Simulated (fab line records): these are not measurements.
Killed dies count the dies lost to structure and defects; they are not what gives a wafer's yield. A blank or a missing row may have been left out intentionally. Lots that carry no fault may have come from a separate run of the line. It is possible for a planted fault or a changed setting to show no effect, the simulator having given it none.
fab line records | flow sfqLine
record: lots: 5 wafers: 15 lastDay: 93
route steps=325 shown M0@32 I0@43 M1@58 I1@73 M8@325
lots untouched by any fault: they come from a run of this same line in which no faults occurred
startH: hours from the record's first day to the start of the lot's first wafer shown | waitH: how many hours have passed since the lot's step before this one | " identical to the entry in the row above | L1.1+2: a single row standing in for several wafers | - no value present, or no start provided | * or withheld: withheld | < > ~ a bound
route shown NAME@n: NAME is a module with steps in the file, n the number in the route of the first one | usual: mean and standard deviation over wafers with no fault | same: alike in all rows | chamber/n: place in a boat | sites: per-site readings | _std_site: how widely they spread, as a standard deviation | _edge_site: mean of outer sites minus mean of inner sites | radiusMm: for every site, how far away it sits from the centre of the wafer | mask NAME#n: copy n | behind: the tool/chamber that last shaped the wafer | hold: the reason the lot was held/the length of the hold in hours/how it ended | device: names the non-switching transistor (n, p or np) | end of line: the tests these same wafers got at the end of their route | a step with no rows: only its recipe | killed: dies that structure and defects cost at the first sort, which is not the same as the wafer's yield | map: per-die view of a wafer (x killed, . not killed, _ where there is no die)
set.NAME: the setting the step ran with; set.NAME@STEP: the setting that earlier step ran with | model.NAME: the simulator's own value behind a step, which no gauge read
certain route steps with their lots: each step a table, each wafer a row
services: from which hour (startH, from the record's first day; less than 0 if before it) a tool's chamber was out of use, for how many hours, and why
== steps ==
step: SFQ_TRILAYER_M0_LITHO_COAT_026
recipe: resist: BARC spinRpm: 3000 resistThkNm: 62
step: SFQ_TRILAYER_M0_LITHO_COAT_021
recipe: resist: KrF spinRpm: 3000 resistThkNm: 600
step: SFQ_TRILAYER_M0_LITHO_SOFTBAKE_025
recipe: tempC: withheld timeS: withheld resist: KrF
step: SFQ_TRILAYER_M0_LITHO_EXPOSE_022
recipe: maskId: M0 na: 0.6 sourceShape: conventional sigmaOuter: 0.65 targetCdNm: 500 doseMj: 14.4
step: SFQ_TRILAYER_M0_LITHO_PEB_024
recipe: pebTempC: 115 pebTimeS: 60 resist: KrF
step: SFQ_TRILAYER_M0_LITHO_DEVELOP_023
recipe: timeS: 60 resist: KrF
step: SFQ_M0_OVL_MEAS_906
usual: M0_OVL: -3/5.3
columns lot.wafer tool chamber startH waitH M0_OVL[nm]
L811.1 overlay-01 - 147.02 0.1 -2
L811.5 " - " " -5
L811.6 " - " " -3
L813.1 overlay-02 - 157.82 0.1 0
L813.2 " - " " -1
L813.4 " - " " -10
L823.1 overlay-02 - 236.09 0.1 -6
L823.5 " - " " -7
L823.6 " - " " -7
L827.3 overlay-02 - 269.53 0.1 9
L827.4 " - " " 5
L827.5 " - " " 14
L829.4 overlay-02 - 285.14 0.1 -3
L829.5 " - " " -5
L829.6 " - " " -8
step: SFQ_TRILAYER_M0_BARC_OPEN_METAL_ETCH_031
recipe: maskMaterial: PR chemistry: O2 targetDepthNm: 125 target: BARC icpW: 600 biasW: 80 pressureMtorr: 10 timeS: 41.7
step: SFQ_TRILAYER_M0_ETCH_METAL_ETCH_024
recipe: target: Nb stopOn: SiO2 maskMaterial: PR chemistry: Cl2/Ar targetDepthNm: 240 icpW: 600 biasW: 80 pressureMtorr: 10 timeS: 120
step: SFQ_TRILAYER_M0_STRIP_STRIP_025
recipe: gas: O2 powerW: 200 platenTempC: 40 overashFraction: 0.65 chemistry: O2 pressureMtorr: 50
step: SFQ_TRILAYER_M0_STRIP_SOLV_CLEAN_026
recipe: chemistry: NMP tempC: 70 timeS: 600
step: SFQ_TRILAYER_I0_DEP_PECVD_027
recipe: material: SiO2 tempC: 150 timeS: 111.11 pressureTorr: 2.4 rfW: 183.3 precursor: SiH4/N2O targetThkNm: 500
usual: heaterPowerW: 85/18 showerheadVppV: 829/36 throttleValvePct: 25.2/1
columns lot.wafer tool chamber startH waitH heaterPowerW showerheadVppV throttleValvePct
L811.1 pecvd-01 1 148.01 0.0 67 768 24.7
L811.5 " 0 " " 84 830 25.0
L811.6 " 2 " " 67 921 24.9
L813.1 pecvd-03 1 158.81 0.0 90 796 25.6
L813.2 " 2 " " 95 836 25.3
L813.4 " 1 " " 94 795 25.7
L823.1 pecvd-03 1 237.08 0.0 97 777 25.9
L823.5 " 1 " " 83 784 25.9
L823.6 " 2 " " 98 851 25.6
L827.3 pecvd-03 2 270.69 0.0 86 830 25.5
L827.4 " 2 " " 91 832 25.7
L827.5 " 1 " " 84 795 25.9
L829.4 pecvd-03 2 286.15 0.0 94 850 25.5
L829.5 " 0 " " 126 827 25.0
L829.6 " 1 " " 93 780 26.0
step: SFQ_TRILAYER_I0_CMP_CMP_028
recipe: material: SiO2 downForcePsi: 3 platenRpm: 60 padVelocityMS: 0.94248
usual: motorCurrentA: 10.2/0.9 retainingRingPressureFrac: 0.999/0.0046 timeToEndpointS: 212/8.8
columns lot.wafer tool chamber startH waitH motorCurrentA retainingRingPressureFrac timeToEndpointS model.SiO2_of_TRILAYER_I0_DEP_PECVD_027.thkNm
L811.1 cmp-02 2 150.24 2.2 9.1 0.999 210 200.8
L811.5 " 2 152.24 4.1 8.8 0.990 228 199.9
L811.6 " 3 " " 10.0 1.003 210 200.7
L813.2 cmp-01 3 160.73 1.9 9.7 0.996 191 199.2
L813.4 " 0 " " 8.6 1.006 238 148.9
L813.1 " 1 " " 12.0 1.001 198 199.1
L823.1 cmp-02 2 241.72 4.6 9.7 0.993 226 200.7
L823.6 " 0 242.72 5.5 10.0 1.009 230 199.8
L823.5 " 1 " " 10.3 1.007 217 198.5
L827.4 cmp-02 1 272.29 1.5 11.1 0.998 207 197.1
L827.3 " 2 " " 9.4 0.997 213 199.6
L827.5 " 0 273.79 3.0 10.0 0.995 216 200.3
L829.4 cmp-01 2 288.18 2.0 10.0 1.003 229 201.3
L829.6 " 2 290.18 4.0 10.1 1.001 230 202.1
L829.5 " 3 " " 9.7 0.993 222 198
step: SFQ_I0_BOW_MEAS_907
recipe: mode: bow
usual: I0_BOW: 0/6.9
columns lot.wafer tool chamber startH waitH I0_BOW[um]
L811.1 filmMetro-02 - 153.24 2.5 9
L811.5 " - " " -10
L811.6 " - " " -1
L813.1 filmMetro-04 - 163.73 1.5 4
L813.2 " - " " 10
L813.4 " - " " 5
L823.1 filmMetro-02 - 243.72 1.5 -3
L823.5 " - " " 4
L823.6 " - " " 5
L827.3 filmMetro-04 - 274.83 1.5 -6
L827.4 " - " " 3
L827.5 " - " " -2
L829.4 filmMetro-02 - 291.24 2.6 17
L829.5 " - " " 10
L829.6 " - " " 16
step: SFQ_TRILAYER_I0_METRO_MEASURE_029
usual: thkNm: 200.0/1
columns lot.wafer tool chamber startH waitH thkNm
L811.1 filmMetro-02 - 153.36 0.1 200.7
L811.5 " - " " 199.9
L811.6 " - " " 200.7
L813.1 filmMetro-04 - 163.85 0.1 199.2
L813.2 " - " " 199.2
L813.4 " - " " 148.9
L823.1 filmMetro-02 - 243.84 0.1 200.5
L823.5 " - " " 198.3
L823.6 " - " " 199.8
L827.3 filmMetro-04 - 275.31 0.5 199.5
L827.4 " - " " 196.9
L827.5 " - " " 200.5
L829.4 filmMetro-02 - 291.90 0.6 201.3
L829.5 " - " " 197.9
L829.6 " - " " 202.2
step: SFQ_TRILAYER_I0_VIA_LITHO_COAT_036
recipe: resist: BARC spinRpm: 3000 resistThkNm: 62
step: SFQ_TRILAYER_I0_VIA_LITHO_COAT_031
recipe: resist: KrF spinRpm: 3000 resistThkNm: 650
step: SFQ_TRILAYER_I0_VIA_LITHO_SOFTBAKE_035
recipe: tempC: withheld timeS: withheld resist: KrF
step: SFQ_TRILAYER_I0_VIA_LITHO_EXPOSE_032
recipe: maskId: I0 na: 0.6 sourceShape: conventional sigmaOuter: 0.65 targetCdNm: 500 doseMj: 21.3
step: SFQ_TRILAYER_I0_VIA_LITHO_PEB_034
recipe: pebTempC: 115 pebTimeS: 60 resist: KrF
step: SFQ_TRILAYER_I0_VIA_LITHO_DEVELOP_033
recipe: timeS: 60 resist: KrF
step: SFQ_I0_OVL_MEAS_908
usual: I0_OVL: 1/6.2
columns lot.wafer tool chamber startH waitH I0_OVL[nm]
L811.1 overlay-01 - 192.62 0.1 -3
L811.5 " - " " -5
L811.6 " - " " 2
L813.1 overlay-01 - 213.57 0.1 0
L813.2 " - " " 5
L813.4 " - " " 1
L823.1 overlay-01 - 289.92 0.1 -6
L823.5 " - " " -2
L823.6 " - " " -6
L827.3 overlay-02 - 325.04 0.1 8
L827.4 " - " " 5
L827.5 " - " " 1
L829.4 overlay-02 - 343.04 0.1 7
L829.5 " - " " 12
L829.6 " - " " 6
step: SFQ_TRILAYER_I0_VIA_BARC_OPEN_VIA_ETCH_046
recipe: maskMaterial: PR chemistry: O2 targetDepthNm: 125 target: BARC sourceW: 500 biasW: 80 pressureMtorr: 30 timeS: 41.7
usual: drypumpMotorCurrentA: 5.7/0.36 oesProductAu: 0.685/0.0044
columns lot.wafer tool chamber startH waitH drypumpMotorCurrentA oesProductAu rfHoursCounterH
L811.1 rieDiel-01 2 192.65 0.0 5.6 0.678 113
L811.5 " 2 " " 5.6 0.687 -
L811.6 " 3 " " 5.8 0.687 -
L813.1 rieDiel-03 1 213.60 0.0 5.8 0.692 75
L813.2 " 0 " " 5.8 0.694 5
L813.4 " 3 " " 5.1 0.691 105
L823.1 rieDiel-01 3 289.95 0.0 5.9 0.683 11
L823.5 " 2 " " 5.6 0.690 -
L823.6 " 1 " " 6.1 0.687 -
L827.3 rieDiel-01 1 325.06 0.0 6.1 0.696 36
L827.4 " 3 " " 5.9 0.681 11
L827.5 " 1 " " 6.1 0.689 -
L829.4 rieDiel-03 0 343.06 0.0 5.9 0.692 7
L829.5 " 1 " " 5.8 0.678 -
L829.6 " 2 " " 5.6 0.682 -
step: SFQ_TRILAYER_I0_VIA_ETCH_VIA_ETCH_034
recipe: target: SiO2 stopOn: Nb maskMaterial: PR taperDeg: 20 chemistry: CHF3 targetDepthNm: 260 sourceW: 500 biasW: 80 pressureMtorr: 30 timeS: withheld
usual: drypumpMotorCurrentA: 5.7/0.36 oesProductAu: 0.854/0.0048
columns lot.wafer tool chamber startH waitH drypumpMotorCurrentA oesProductAu model.I0.featureDepthNm model.etch.depthNm
L811.1 rieDiel-01 2 192.69 0.0 5.6 0.854 200.8 200.8
L811.5 " 2 " " 5.6 0.860 199.9 199.9
L811.6 " 3 " " 5.9 0.856 200.7 200.7
L813.1 rieDiel-03 1 213.64 0.0 5.8 0.853 199.1 199.1
L813.2 " 0 " " 5.9 0.849 199.2 199.2
L813.4 " 3 " " 5.1 0.731 148.9 148.9
L823.1 rieDiel-01 3 289.99 0.0 5.9 0.856 200.7 200.7
L823.5 " 2 " " 5.6 0.850 198.5 198.5
L823.6 " 1 " " 6.1 0.862 199.8 199.8
L827.3 rieDiel-01 1 325.10 0.0 6.1 0.847 199.6 199.6
L827.4 " 3 " " 5.9 0.836 197.1 197.1
L827.5 " 1 " " 6.1 0.860 200.3 200.3
L829.4 rieDiel-03 0 343.10 0.0 5.9 0.864 201.3 201.3
L829.5 " 1 " " 5.8 0.849 198 198
L829.6 " 2 " " 5.6 0.857 202.1 202.1
step: SFQ_TRILAYER_I0_VIA_STRIP_STRIP_035
recipe: gas: O2 powerW: 200 platenTempC: 40 overashFraction: 0.65 chemistry: O2 pressureMtorr: 50
usual: drypumpMotorCurrentA: 5.8/0.61 oesProductAu: 0.997/0.0076
columns lot.wafer tool chamber startH waitH drypumpMotorCurrentA oesProductAu rfHoursCounterH
L811.1 rieMetal-02 0 192.81 - 4.6 0.999 82
L811.5 " 0 " " 4.7 1.010 -
L811.6 " 1 " " 5.2 0.990 -
L813.1 rieMetal-02 0 213.76 - 4.6 1.002 84
L813.2 " 1 " " 5.3 0.992 52
L813.4 " 1 " " 5.3 0.990 -
L823.1 rieMetal-03 1 290.11 - 5.7 0.992 43
L823.5 " 1 " " 5.7 0.989 -
L823.6 " 0 " " 5.9 0.989 -
L827.3 rieMetal-02 0 325.41 - 4.6 0.997 -
L827.4 " 1 " " 5.2 0.997 -
L827.5 " 0 " " 4.6 1.000 -
L829.4 rieMetal-01 1 343.41 - 6.2 1.008 -
L829.5 " 0 " " 6.5 0.997 -
L829.6 " 1 " " 6.2 1.002 -
step: SFQ_TRILAYER_I0_VIA_STRIP_SOLV_CLEAN_036
recipe: chemistry: NMP tempC: 70 timeS: 600
step: SFQ_TRILAYER_M1_DEP_PRE_CLEAN_038
recipe: gas: Ar timeS: 22.5 biasV: 250
columns lot.wafer tool chamber startH waitH model.SiO2_of_TRILAYER_I0_DEP_PECVD_027.thkNm
L811.1 pvdSputter-04 - 193.58 0.0 193.3
L811.5 " - " " 192.4
L811.6 " - " " 193.2
L813.1 pvdSputter-06 - 214.53 0.0 191.6
L813.2 " - " " 191.7
L813.4 " - " " 141.4
L823.1 pvdSputter-06 - 290.88 0.0 193.2
L823.5 " - " " 191
L823.6 " - " " 192.3
L827.3 pvdSputter-05 - 325.99 0.0 192.1
L827.4 " - " " 189.6
L827.5 " - " " 192.8
L829.4 pvdSputter-06 - 343.99 0.0 193.8
L829.5 " - " " 190.5
L829.6 " - " " 194.6
step: SFQ_TRILAYER_M1_DEP_SPUTTER_037
recipe: material: Nb basePressurePa: 1.33e-06 chamberPressurePa: 0.1333 substrateTempC: 20 resputterCathodeVoltageV: 400 targetThkNm: 200 powerW: 2000 timeS: 133.3
step: SFQ_M1_RS_MEAS_909
recipe: thkMeasGauge: four-point-probe reads: Nb_of_TRILAYER_M1_DEP_SPUTTER_037
usual: M1_NB_RS: 0.893/0.0095
columns lot.wafer tool chamber startH waitH M1_NB_RS[ohm/sq]
L811.1 filmMetro-04 - 193.70 0.0 0.897
L811.5 " - " " 0.897
L811.6 " - " " 0.891
L813.1 filmMetro-01 - 214.65 0.0 0.894
L813.2 " - " " 0.896
L813.4 " - " " 0.896
L823.1 filmMetro-04 - 291.00 0.0 0.886
L823.5 " - " " 0.895
L823.6 " - " " 0.881
L827.3 filmMetro-01 - 326.15 0.1 0.890
L827.4 " - " " 0.893
L827.5 " - " " 0.889
L829.4 filmMetro-03 - 344.17 0.1 0.892
L829.5 " - " " 0.906
L829.6 " - " " 0.902
step: SFQ_TRILAYER_M1_LITHO_COAT_044
recipe: resist: BARC spinRpm: 3000 resistThkNm: 62
step: SFQ_TRILAYER_M1_LITHO_COAT_039
recipe: resist: KrF spinRpm: 3000 resistThkNm: 600
step: SFQ_TRILAYER_M1_LITHO_SOFTBAKE_043
recipe: tempC: withheld timeS: withheld resist: KrF
step: SFQ_TRILAYER_M1_LITHO_EXPOSE_040
recipe: maskId: M1 na: 0.6 sourceShape: conventional sigmaOuter: 0.65 targetCdNm: 500 doseMj: 14.4
step: SFQ_TRILAYER_M1_LITHO_PEB_042
recipe: pebTempC: 115 pebTimeS: 60 resist: KrF
step: SFQ_TRILAYER_M1_LITHO_DEVELOP_041
recipe: timeS: 60 resist: KrF
step: SFQ_M1_OVL_MEAS_911
usual: M1_OVL: 2/4.5
columns lot.wafer tool chamber startH waitH M1_OVL[nm]
L811.1 overlay-02 - 249.12 0.1 10
L811.5 " - " " 7
L811.6 " - " " 9
L813.1 overlay-02 - 261.12 0.1 2
L813.2 " - " " 5
L813.4 " - " " 9
L823.1 overlay-02 - 340.62 0.1 1
L823.5 " - " " -2
L823.6 " - " " 1
L827.3 overlay-01 - 384.41 0.1 4
L827.4 " - " " 1
L827.5 " - " " -1
L829.4 overlay-01 - 401.97 0.1 -3
L829.5 " - " " 6
L829.6 " - " " 0
step: SFQ_TRILAYER_M1_BARC_OPEN_METAL_ETCH_054
recipe: maskMaterial: PR chemistry: O2 targetDepthNm: 125 target: BARC icpW: 600 biasW: 80 pressureMtorr: 10 timeS: 41.7
usual: drypumpMotorCurrentA: 5.6/0.74 oesProductAu: 0.685/0.0044
columns lot.wafer tool chamber startH waitH drypumpMotorCurrentA oesProductAu rfHoursCounterH
L811.1 rieMetal-02 1 249.15 0.0 5.2 0.682 60
L811.5 " 0 " " 4.6 0.685 -
L811.6 " 1 " " 5.3 0.681 -
L813.1 rieMetal-02 0 261.15 0.0 4.7 0.682 95
L813.2 " 1 " " 5.2 0.686 63
L813.4 " 0 " " 4.6 0.690 -
L823.1 rieMetal-01 1 340.66 0.0 6.2 0.679 95
L823.5 " 1 " " 6.2 0.687 -
L823.6 " 0 " " 6.6 0.685 -
L827.3 rieMetal-02 1 384.45 0.0 5.2 0.685 -
L827.4 " 0 " " 4.6 0.691 -
L827.5 " 0 " " 4.6 0.687 -
L829.4 rieMetal-02 1 402.00 0.0 5.2 0.683 -
L829.5 " 1 " " 5.2 0.690 -
L829.6 " 0 " " 4.6 0.674 -
step: SFQ_TRILAYER_M1_ETCH_METAL_ETCH_042
recipe: target: Nb stopOn: SiO2 maskMaterial: PR chemistry: Cl2/Ar targetDepthNm: 240 icpW: 600 biasW: 80 pressureMtorr: 10 timeS: 120
step: SFQ_TRILAYER_M1_STRIP_STRIP_043
recipe: gas: O2 powerW: 200 platenTempC: 40 overashFraction: 0.65 chemistry: O2 pressureMtorr: 50
usual: drypumpMotorCurrentA: 5.6/0.73 oesProductAu: 0.999/0.0084
columns lot.wafer tool chamber startH waitH drypumpMotorCurrentA oesProductAu rfHoursCounterH
L811.1 rieMetal-02 1 249.34 0.1 5.2 1.000 60
L811.5 " 0 " " 4.7 0.999 -
L811.6 " 1 " " 5.3 1.012 -
L813.1 rieMetal-02 0 261.34 0.1 4.6 1.003 95
L813.2 " 1 " " 5.3 0.997 63
L813.4 " 0 " " 4.6 1.012 -
L823.1 rieMetal-01 1 340.84 0.1 6.2 1.008 95
L823.5 " 1 " " 6.1 1.022 -
L823.6 " 0 " " 6.6 1.003 -
L827.3 rieMetal-02 1 384.82 0.2 5.2 0.993 -
L827.4 " 0 " " 4.6 1.015 -
L827.5 " 0 " " 4.6 1.005 -
L829.4 rieMetal-02 1 402.37 0.2 5.3 0.987 -
L829.5 " 1 " " 5.3 0.984 -
L829.6 " 0 " " 4.6 1.000 -
step: SFQ_TRILAYER_M1_STRIP_SOLV_CLEAN_044
recipe: chemistry: NMP tempC: 70 timeS: 600
step: SFQ_TRILAYER_I1_DEP_PECVD_045
recipe: material: SiO2 tempC: 150 timeS: 111.11 pressureTorr: 2.4 rfW: 183.3 precursor: SiH4/N2O targetThkNm: 500
step: SFQ_M8_BOW_MEAS_951
recipe: mode: bow
usual: M8_BOW: 6/12
columns lot.wafer tool chamber startH waitH M8_BOW[um] model.etest.i0.linkOhm
L811.1 filmMetro-04 - 1969.50 0.0 16 1.991
L811.5 " - " " -2 1.98
L811.6 " - " " 6 1.982
L813.1 filmMetro-02 - 1980.30 0.0 -3 1.964
L813.2 " - " " 4 1.966
L813.4 " - " " -1 1.93
L823.1 filmMetro-02 - 2214.67 0.0 10 1.956
L823.5 " - " " 15 1.964
L823.6 " - " " 18 1.948
L827.3 filmMetro-01 - 2226.71 0.0 2 1.954
L827.4 " - " " 11 1.962
L827.5 " - " " 7 1.953
L829.4 filmMetro-02 - 2231.53 0.1 20 1.968
L829.5 " - " " 9 1.978
L829.6 " - " " 17 1.974
== services ==
columns tool chamber startH hours kind
pecvd-03 - 130.81 6.0 pm
rieMetal-01 - 149.82 0.7 repair
cmp-01 - 166.73 4.6 pm
pecvd-03 - 173.47 2.8 pm
filmMetro-04 - 185.36 0.6 pm
rieDiel-01 - 185.95 1.1 repair
filmMetro-04 - 190.79 1.9 pm
filmMetro-04 - 194.07 0.8 pm
rieMetal-01 - 223.73 14.6 pm
rieDiel-01 - 229.71 14.6 pm
filmMetro-02 - 233.35 0.6 pm
pecvd-03 0 235.97 5.7 repair
cmp-02 - 236.72 4.0 pm
filmMetro-02 - 248.20 0.4 pm
cmp-02 - 256.53 1.5 repair
rieDiel-01 2 268.36 10.2 repair
filmMetro-02 - 273.11 0.5 pm
rieDiel-03 0 289.13 4.0 repair
rieDiel-03 1 316.97 3.3 repair
rieDiel-01 - 330.05 2.0 repair
cmp-02 - 357.25 2.1 repair
filmMetro-02 - 376.15 7.0 pm
rieMetal-02 1 386.16 1.8 repair
pvdSputter-06 - 399.00 1.1 repair
== key ==
firstSign: step: SFQ_TRILAYER_I0_METRO_MEASURE_029 reading: thkNm direction: down sigmas: 50 usual: 200.0 struck: 148.9
effect: step: SFQ_TRILAYER_I0_VIA_ETCH_VIA_ETCH_034 reading: oesProductAu direction: down sigmas: 25 usual: 0.854 struck: 0.731
modelEffect: step: SFQ_TRILAYER_I0_CMP_CMP_028 value: SiO2_of_TRILAYER_I0_DEP_PECVD_027.thkNm without: 198.9 struck: 148.9
modelEffect: step: SFQ_TRILAYER_I0_VIA_ETCH_VIA_ETCH_034 value: I0.featureDepthNm without: 198.9 struck: 148.9
modelEffect: step: SFQ_TRILAYER_M1_DEP_PRE_CLEAN_038 value: SiO2_of_TRILAYER_I0_DEP_PECVD_027.thkNm without: 191.4 struck: 141.4
modelEffect: step: SFQ_M8_BOW_MEAS_951 value: etest.i0.linkOhm without: 1.977 struck: 1.93
metAt SFQ_TRILAYER_I0_CMP_CMP_028
struckWafers L813.4
fault: kind: processParameterDrift tool: cmp-01 chamber: 0 onsetH: 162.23 steps: SFQ_TRILAYER_I0_CMP_CMP_028 channel: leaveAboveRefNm offset: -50 shape: step endH: 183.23 actsIn: theseRecipesOnly stated: 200
